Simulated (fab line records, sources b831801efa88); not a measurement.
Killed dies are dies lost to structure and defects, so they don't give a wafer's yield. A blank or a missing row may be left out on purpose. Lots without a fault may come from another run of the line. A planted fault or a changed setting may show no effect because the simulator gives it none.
A struck lot beside a sound one | flow gf180mcu | 19 steps out of a route of 602
Sound: wafers L242.2, L242.4, L242.5. Struck: wafers L249.1, L249.3, L249.4. The cause comes at the end.
At each step with rows: each side's tool, then ch and its chambers, then its first start. Under that, the readings that differ: sound wafers | struck wafers | difference of the means | sigmas: that difference in standard deviations of wafers without a fault.
alike: readings whose means differ by less than 2 such deviations, and words and numbers that are the same on both sides. not compared: withheld readings, readings that some wafer has no value for, bounds like >300 that may hide the same value, and numbers for which the record gives no deviation and whose values overlap.
The two part at a step that has a row with sigmas, a row that says differs or no value, or rows on one side only. Numbers that don't overlap but have no deviation are shown without sigmas and don't part them. A reading that every wafer of one side lacks parts them only if that side has two wafers or more.

first, 4 steps without rows for these wafers: GF_NSD_SOFTBAKE_03 (time 60 s); GF_NSD_EXPOSE_04 (exposes mask Nplus, target cd 400 nm); GF_NSD_PEB_05; GF_NSD_DEVELOP_06 (develop time 60 s).
GF_NSD_CD_MEAS_07: target cd 400 nm.
  sound on cd_sem-02, day 13 22:35; struck on cd_sem-01, day 16 08:39
  alike: cd_nm
GF_NSD_OVL_MEAS_08:
  sound on overlay-01, day 13 22:42; struck on overlay-01, day 16 08:46
  alike: NSD_OVL
then, 2 steps without rows for these wafers: GF_NSD_IMPLANT_09; GF_NSD_IMPLANT_10.
GF_NSD_STRIP_11: strips in O2/N2.
  sound on plasma_asher-03 ch 0, day 13 23:02; struck on plasma_asher-03 ch 0,1, day 16 09:06
  alike: drypump_motor_current_A, heater_power_w, oes_product_au, strip_time_to_endpoint_s
  not compared: rf_hours_counter_h
GF_NSD_TW_MEAS_12:
  sound on film_metro-04, day 13 23:08; struck on film_metro-02, day 16 09:17
  alike: NSD_TW
then, 2 steps without rows for these wafers: GF_PSD_DEHYDRATE_00 (time 60 s); GF_PSD_HMDS_01 (prime time 60 s).
GF_PSD_COAT_02: resist thk 1000 nm.
  sound on litho_track-01 ch 0, day 14 08:44; struck on litho_track-01, day 16 20:12
  no value came back on the struck wafers for chill_plate_temp_C (C), dispense_pressure_kPa (kPa); on the sound wafers chill_plate_temp_C (C) reads 23.00 22.93 22.80
then, 4 steps without rows for these wafers: GF_PSD_SOFTBAKE_03 (time 60 s); GF_PSD_EXPOSE_04 (exposes mask Pplus, target cd 400 nm); GF_PSD_PEB_05; GF_PSD_DEVELOP_06 (develop time 60 s).
GF_PSD_CD_MEAS_07: target cd 400 nm.
  sound on cd_sem-02, day 14 19:52; struck on cd_sem-01, day 17 07:56
  reading    | sound             | struck | difference                    | sigmas
  cd_nm (nm) | 397.8 397.1 397.1 | - - -  | no value on the struck wafers |
GF_PSD_OVL_MEAS_08:
  sound on overlay-01, day 14 19:58; struck on overlay-02, day 17 08:04
  reading      | sound          | struck | difference                    | sigmas
  PSD_OVL (nm) | -1.3 -0.2 -1.1 | - - -  | no value on the struck wafers |

WHERE THEY PART
First at GF_PSD_COAT_02; last, within this record, at GF_PSD_OVL_MEAS_08.

WHY: what the simulator had put in
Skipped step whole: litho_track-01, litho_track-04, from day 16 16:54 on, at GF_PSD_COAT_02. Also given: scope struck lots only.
